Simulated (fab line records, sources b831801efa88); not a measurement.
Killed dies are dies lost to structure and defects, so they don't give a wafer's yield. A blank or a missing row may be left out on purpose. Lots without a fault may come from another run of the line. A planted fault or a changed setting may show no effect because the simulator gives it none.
fab line records | flow sky130
record lots=14 wafers=42 last_day=50
route steps=708 shown METAL3@565 VIA3@574 METAL4@602
lots that met no fault: from a run of the same line without faults
start_h: hours from the record's first day to the start of the lot's first wafer shown | wait_h: hours since the lot's step before | " the same as in the row above | L1.1+2: a row that stands for several wafers | - no value, or no start given | * or withheld: withheld | < > ~ a bound
route shown NAME@n: a module of which the file shows steps, and the number in the route of the first | usual: mean/standard deviation of fault-free wafers | same: alike in all rows | chamber/n: place in a boat | sites: the reading at each site | _std_site: their standard deviation | _edge_site: outer sites' mean less inner sites' | radius_mm: how far each site lies from the wafer's centre | mask NAME#n: copy n | behind: the tool/chamber that last shaped the wafer | hold: why the lot was held/for how many hours/how that ended | device: the transistor (n, p or np) that didn't switch | end of line: the same wafers' tests at the end of the route | a step without rows: its recipe alone | killed: dies lost to structure and defects at the first sort, not the wafer's yield | map: a wafer's dies, x killed, . not, _ none there
set.NAME: the setting as run; set.NAME@STEP: as run at that earlier step | model.NAME: the simulator's own value behind a step, which no gauge read
steps of the route over a sample of lots; a table a step, a row a wafer
services: from which hour (start_h, from the record's first day; less than 0 if before it) a tool's chamber was out of use, for how many hours, and why
## steps
# step SKY_METAL3_DESCUM_15
# recipe chemistry=O2 source_power_w=150 bias_power_w=0 pressure_mtorr=10 temp_c=40 time_s=8
# usual drypump_motor_current_A=5.5/0.52 he_backside_leak_sccm=3.4/0.31 oes_product_au=0.999/0.0068
# columns lot.wafer tool chamber start_h wait_h drypump_motor_current_A he_backside_leak_sccm oes_product_au rf_hours_counter_h
L699.1 rie_metal-01 0 905.32 0.0 6.2 3.4 1.002 9
L699.2 " 0 " " 6.2 3.4 0.989 -
L699.4 " 0 " " 6.2 3.1 0.988 -
L700.2 rie_metal-02 1 915.60 0.0 5.7 3.4 1.004 4
L700.4 " 1 " " 5.7 3.4 1.001 -
L700.6 " 0 " " 5.4 3.3 1.002 -
L701.1 rie_metal-03 1 923.71 0.0 4.8 3.3 1.010 2
L701.4 " 0 " " 5.9 3.3 1.006 -
L701.6 " 0 " " 5.9 3.3 1.004 -
L705.1 rie_metal-03 0 959.81 0.0 5.9 3.2 0.998 12
L705.2 " 1 " " 4.8 3.4 1.004 3
L705.5 " 1 " " 4.8 3.2 0.990 -
L706.1 rie_metal-02 0 963.83 0.0 5.4 3.3 1.002 14
L706.2 " 1 " " 5.6 3.3 0.993 6
L706.6 " 0 " " 5.5 3.1 1.000 -
L710.1 rie_metal-02 0 989.33 0.0 5.4 3.4 1.005 15
L710.3 " 1 " " 5.7 3.5 1.002 -
L710.4 " 0 " " 5.4 3.1 0.996 -
L713.2 rie_metal-03 1 1001.03 0.0 4.8 3.3 0.994 5
L713.3 " 1 " " 4.8 3.4 0.996 -
L713.5 " 1 " " 4.8 3.3 0.989 -
L712.1 rie_metal-03 0 1003.38 0.0 5.9 3.3 0.991 14
L712.4 " 1 " " 4.8 3.5 0.995 -
L712.5 " 0 " " 5.9 3.3 0.990 -
L714.1 rie_metal-03 1 1014.11 0.0 4.8 3.5 1.003 6
L714.2 " 0 " " 5.9 3.3 0.999 14
L714.3 " 1 " " 4.8 3.3 1.000 -
L716.1 rie_metal-03 0 1026.48 0.0 5.9 3.1 0.996 15
L716.3 " 1 " " 4.8 3.0 1.000 -
L716.4 " 0 " " 5.9 3.2 0.992 -
L717.1 rie_metal-02 1 1035.85 0.0 5.6 3.3 1.000 10
L717.3 " 1 " " 5.7 3.5 0.997 -
L717.6 " 0 " " 5.4 3.2 1.010 -
L718.1 rie_metal-02 0 1039.76 0.0 5.4 3.2 1.000 18
L718.3 " 0 " " 5.4 3.2 0.995 -
L718.6 " 0 " " 5.4 3.2 1.000 -
L719.1 rie_metal-03 0 1047.90 0.0 5.9 3.4 0.998 16
L719.4 " 1 " " 4.8 3.1 1.015 -
L719.5 " 0 " " 5.9 3.3 1.018 -
L721.2 rie_metal-01 0 1058.01 0.0 6.2 3.2 0.995 18
L721.4 " 0 " " 6.2 3.6 0.994 -
L721.6 " 1 " " 4.7 3.4 0.998 -
# step SKY_VIA3_THK_MEAS_01
# recipe reads=SiO2_of_VIA3_HDPCVD_00
# usual VIA3_HDPCVD_THK=1637/15
# columns lot.wafer tool chamber start_h wait_h VIA3_HDPCVD_THK[nm]
L699.1 film_metro-01 - 906.53 0.1 1632
L699.2 " - " " 1655
L699.4 " - " " 1639
L700.2 film_metro-04 - 916.70 0.1 1623
L700.4 " - " " 1645
L700.6 " - " " 1649
L701.1 film_metro-01 - 924.98 0.1 1656
L701.4 " - " " 1645
L701.6 " - " " 1645
L705.1 film_metro-04 - 960.90 0.1 1635
L705.2 " - " " 1626
L705.5 " - " " 1640
L706.1 film_metro-02 - 965.16 0.1 1636
L706.2 " - " " 1644
L706.6 " - " " 1652
L710.1 film_metro-01 - 990.45 0.1 1647
L710.3 " - " " 1623
L710.4 " - " " 1630
L713.2 film_metro-01 - 1002.86 0.1 1667
L713.3 " - " " 1654
L713.5 " - " " 1635
L712.1 film_metro-02 - 1004.69 0.1 1644
L712.4 " - " " 1655
L712.5 " - " " 1655
L714.1 film_metro-02 - 1015.19 0.1 1616
L714.2 " - " " 1633
L714.3 " - " " 1618
L716.1 film_metro-01 - 1027.57 0.1 1637
L716.3 " - " " 1610
L716.4 " - " " 1626
L717.1 film_metro-04 - 1036.94 0.1 1629
L717.3 " - " " 1620
L717.6 " - " " 1640
L718.1 film_metro-04 - 1040.84 0.1 1612
L718.3 " - " " 1619
L718.6 " - " " 1622
L719.1 film_metro-01 - 1048.99 0.1 1618
L719.4 " - " " 1644
L719.5 " - " " 1630
L721.2 film_metro-01 - 1059.10 0.1 1642
L721.4 " - " " 1617
L721.6 " - " " 1631
# step SKY_VIA3_DEVELOP_11
# recipe develop_time_s=60 resist=KrF-thick dev_temp_c=21
# usual chill_plate_temp_C=22.98/0.11 develop_time_s=60/0
# columns lot.wafer tool chamber start_h wait_h chill_plate_temp_C develop_time_s
L699.1 litho_track-03 0 931 - 22.69 60
L699.2 " 0 " " 22.75 60
L699.4 " 0 " " 22.88 60
L700.2 litho_track-02 0 941 - 23.09 60
L700.4 " 0 " " 23.00 60
L700.6 " 0 " " 23.00 60
L701.1 litho_track-03 0 950 - 23.09 60
L701.4 " 0 " " 23.10 60
L701.6 " 0 " " 23.17 60
L705.1 litho_track-03 - 985 - - -
L705.2 " - " " - -
L705.5 " - " " - -
L706.1 litho_track-01 - 989 - - -
L706.2 " - " " - -
L706.6 " - " " - -
L710.1 litho_track-02 0 1012 - 23.02 60
L710.3 " 0 " " 23.00 60
L710.4 " 0 " " 22.91 60
L713.2 litho_track-03 0 1025 - 22.82 60
L713.3 " 0 " " 22.88 60
L713.5 " 0 " " 22.89 60
L712.1 litho_track-03 0 1028 - 22.92 60
L712.4 " 0 " " 23.03 60
L712.5 " 0 " " 23.09 60
L714.1 litho_track-03 0 1038 - 23.01 60
L714.2 " 0 " " 22.86 60
L714.3 " 0 " " 22.92 60
L716.1 litho_track-02 0 1049 - 22.90 60
L716.3 " 0 " " 23.13 60
L716.4 " 0 " " 22.93 60
L717.1 litho_track-01 0 1059 - 23.02 60
L717.3 " 0 " " 22.96 60
L717.6 " 0 " " 23.10 60
L718.1 litho_track-01 0 1061 - 22.88 60
L718.3 " 0 " " 23.01 60
L718.6 " 0 " " 23.05 60
L719.1 litho_track-02 0 1069 - 23.00 60
L719.4 " 0 1070 - 22.95 60
L719.5 " 0 " " 22.89 60
L721.2 litho_track-01 0 1080 - 22.95 60
L721.4 " 0 " " 22.93 60
L721.6 " 0 " " 23.02 60
# step SKY_METAL4_SPUTTER_04
# recipe material=TiN target_thk_nm=70 power_w=6500 time_s=58.3 chamber_pressure_pa=0.4
# usual chamber_pressure_pa=0.4000/0.00078 throttle_valve_pct=29.8/0.59
# columns lot.wafer tool chamber start_h wait_h chamber_pressure_pa throttle_valve_pct
L699.1 pvd_sputter-03 - 933.77 0.0 0.4002 29.1
L699.2 " - " " 0.4004 30.0
L699.4 " - " " 0.4003 29.9
L700.2 pvd_sputter-03 - 943.55 0.0 0.3996 29.6
L700.4 " - " " 0.3997 29.0
L700.6 " - " " 0.4001 29.6
L701.1 pvd_sputter-03 - 951.92 0.0 0.3991 29.2
L701.4 " - " " 0.4003 29.8
L701.6 " - " " 0.4003 29.8
L710.1 pvd_sputter-03 - 1014.56 0.0 0.4010 30.3
L710.3 " - " " 0.4013 29.1
L710.4 " - " " 0.3995 29.8
L713.2 pvd_sputter-03 - 1027.52 0.0 0.3982 29.8
L713.3 " - " " 0.4011 30.0
L713.5 " - " " 0.4013 29.2
L712.1 pvd_sputter-03 - 1029.91 0.0 0.3995 29.7
L712.4 " - " " 0.3995 29.2
L712.5 " - " " 0.4009 29.6
L714.1 pvd_sputter-02 - 1040.11 0.0 0.3985 31.4
L714.2 " - " " 0.3998 29.3
L714.3 " - " " 0.4007 29.5
L716.1 pvd_sputter-02 - 1051.56 0.0 0.3988 28.9
L716.3 " - " " 0.3990 31.2
L716.4 " - " " 0.4004 29.9
L717.1 pvd_sputter-03 - 1061.05 0.0 0.4002 29.0
L717.3 " - " " 0.3992 30.0
L717.6 " - " " 0.4009 29.0
L718.1 pvd_sputter-01 - 1063.44 0.0 0.4000 31.0
L718.3 " - " " 0.3993 30.3
L718.6 " - " " 0.3988 30.3
L719.1 pvd_sputter-03 - 1071.76 0.0 0.4011 29.9
L719.4 " - " " 0.4007 29.6
L719.5 " - " " 0.4003 29.3
L721.2 pvd_sputter-03 - 1082.37 0.0 0.3988 29.2
L721.4 " - " " 0.3992 29.7
L721.6 " - " " 0.4007 29.5
## services
# columns tool chamber start_h hours kind
rie_metal-02 1 923.06 5.0 repair
pvd_sputter-02 - 944.13 11.5 repair
rie_metal-02 - 958.00 2.8 pm
rie_metal-01 1 961.11 19.3 repair
pvd_sputter-01 - 975.62 1.3 repair
rie_metal-01 0 981.77 23.3 repair
pvd_sputter-03 - 983.16 2.4 repair
pvd_sputter-03 - 1030.25 1.3 repair
rie_metal-01 - 1050.23 2.8 pm
## key
first_sign step=SKY_VIA3_DEVELOP_11 reading=tool_record direction=missing
effect none on later readings
met_at SKY_VIA3_DEVELOP_11
struck_lots L705,L706
later_rows_left_out L705.1,L705.2,L705.5,L706.1,L706.2,L706.6
sort_left_out L705.1,L705.2,L705.5,L706.1,L706.2,L706.6
not_acting_at SKY_METAL3_DESCUM_15,SKY_VIA3_THK_MEAS_01,SKY_METAL4_SPUTTER_04
onset_between 950 985
fault kind=skipped_step_whole tool=litho_track-01,litho_track-03 chamber=- onset_h=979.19 steps=SKY_VIA3_DEVELOP_11 scope=struck_lots_only
# sort_left_out: the simulated sort isn't trusted on such a fault, so these wafers' sort isn't shown, and their yield isn't known
# later_rows_left_out: the simulator's readings of these wafers behind a module that went badly wrong aren't trusted and aren't shown, but for the sort
